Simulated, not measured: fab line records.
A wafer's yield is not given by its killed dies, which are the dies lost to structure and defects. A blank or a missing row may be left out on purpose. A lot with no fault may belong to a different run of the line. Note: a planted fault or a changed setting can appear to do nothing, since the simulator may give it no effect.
A lot that was struck, set against a sound lot / flow sky130 / 21 out of 708 route steps
Sound: wafers L836.1, L836.2, L836.4. Struck: wafers L844.1, L844.4. The cause is named last.
At each step with rows: each side's tool, then ch and its chambers, then its first start. Under that, the readings that differ: sound wafers / struck wafers / difference of the means / sigmas: that difference in standard deviations of wafers without a fault.
alike: a reading whose means differ by less than 2 such deviations, as well as words and numbers matching on both sides. not compared: withheld readings; readings where some wafer has no value; bounds like >300 that might hide an equal value; numbers whose values overlap and for which the record gives no deviation.
The two part at a step that has a row with sigmas, a row that says differs or no value, or rows on one side only. Numbers that have no deviation but don't overlap get no sigmas and don't part them. A reading missing from all wafers of one side parts the sides only when that side holds two or more wafers.

first, 4 steps without rows for these wafers: SKY_METAL3_STRIP_20 (strips in post etch residue remover, time 1200 s); SKY_METAL3_CLEAN_21 (cleans in IPA, time 180 s); SKY_METAL3_CLEAN_22 (cleans in O3/DIW); SKY_VIA3_HDPCVD_00 (deposits SiO2, target thk 1635 nm, time 272.5 s).
SKY_VIA3_THK_MEAS_01:
  sound on filmMetro-02, day 38 22:27; struck on filmMetro-04, day 42 03:43
  alike: VIA3_HDPCVD_THK
SKY_VIA3_CMP_02: polishes SiO2.
  sound on cmp-02 ch 0,2,3, day 38 22:53; struck on cmp-02 ch 1,3, day 42 03:49
  alike: motorCurrentA
SKY_VIA3_BOW_MEAS_03:
  sound on filmMetro-02, day 38 23:11; struck on filmMetro-02, day 42 04:04
  alike: VIA3_BOW
then, 5 steps without rows for these wafers: SKY_VIA3_DEHYDRATE_04 (time 60 s); SKY_VIA3_HMDS_05 (prime time 60 s); SKY_VIA3_COAT_06 (resist thk 60 nm); SKY_VIA3_COAT_07 (resist thk 450 nm); SKY_VIA3_SOFTBAKE_08 (time 90 s).
SKY_VIA3_EXPOSE_09: exposes mask VIM3, target cd 200 nm.
  sound on krfScanner-02 ch 0, day 39 12:41; struck on krfScanner-01 ch 0, day 42 16:43
reading=exposureDoseMJCm2; sound=38.09 38.07 38.07; struck=38.30 38.39; difference=+0.27; sigmas=+7
  alike: mask, stageVelMmS
then, 2 steps without rows for these wafers: SKY_VIA3_PEB_10; SKY_VIA3_DEVELOP_11 (develop time 60 s).
SKY_VIA3_CD_MEAS_12 targets a cd of 200 nm.
  sound on cdSem-01, day 40 00:53; struck on cdSem-02, day 43 04:17
reading=cdNm (nm); sound=201.2 200.0 201.2; struck=192.7 181.4; difference=-13.7; sigmas=-10
SKY_VIA3_OVL_MEAS_13:
  sound on overlay-02, day 40 01:01; struck on overlay-02, day 43 04:24
  alike: VIA3_OVL
SKY_VIA3_ETCH_14: etches BARC in N2/H2, stops on SiO2, time 45.9 s, target depth 60 nm.
  sound on rieDiel-02 ch 1,2,3, day 40 01:02; struck on rieDiel-03 ch 1,3, day 43 04:26
reading=oesProductAu (a.u.); sound=0.851 0.836 0.850; struck=0.860 0.864; difference=+0.016; sigmas=+3
reading=model.VIA3.cdNm (nm); sound=200.6 199.8 200.7; struck=192.8 182; difference=-13.0; sigmas=
  alike: drypumpMotorCurrentA, throttleValvePct
  not compared: rfHoursCounterH
SKY_VIA3_ETCH_15: etches SiO2 in C4F8/O2/Ar, stops on TiN, target depth 507 nm, time 78 s.
  sound on rieDiel-02 ch 1,2,3, day 40 01:05; struck on rieDiel-03 ch 1,3, day 43 04:28
reading=model.VIA3.cdNm (nm); sound=199.6 198 200.3; struck=190.8 177.1; difference=-15.4; sigmas=
  alike: oesProductAu
  not compared: rfHoursCounterH
SKY_VIA3_STRIP_16: strips in O2/N2.
  sound on plasmaAsher-03 ch 0,1, day 40 01:08; struck on plasmaAsher-02 ch 0,1, day 43 04:32
reading=stripTimeToEndpointS (s); sound=4.074 4.064 4.067; struck=4.110 4.138; difference=+0.056; sigmas=+2
  alike: drypumpMotorCurrentA, oesProductAu
  not compared: rfHoursCounterH
-- the record jumps here: 6 days lie between the struck wafers' starts before and after (it left off in module VIA3 and takes up again in module PAD_OPEN, whose first step shown is number 708 of the route) --
SKY_PAD_OPEN_PROBE_99:
  sound on prober-01, day 46 05:59; struck on prober-01, day 48 20:50
reading=model.etest.via3Chain.rcOhm; sound=9.716 9.532 9.636; struck=10.82 12.49; difference=+2.03; sigmas=

WHERE THEY PART
First at SKY_VIA3_EXPOSE_09; last, within this record, at SKY_VIA3_STRIP_16.

WHY: what the simulator had put in
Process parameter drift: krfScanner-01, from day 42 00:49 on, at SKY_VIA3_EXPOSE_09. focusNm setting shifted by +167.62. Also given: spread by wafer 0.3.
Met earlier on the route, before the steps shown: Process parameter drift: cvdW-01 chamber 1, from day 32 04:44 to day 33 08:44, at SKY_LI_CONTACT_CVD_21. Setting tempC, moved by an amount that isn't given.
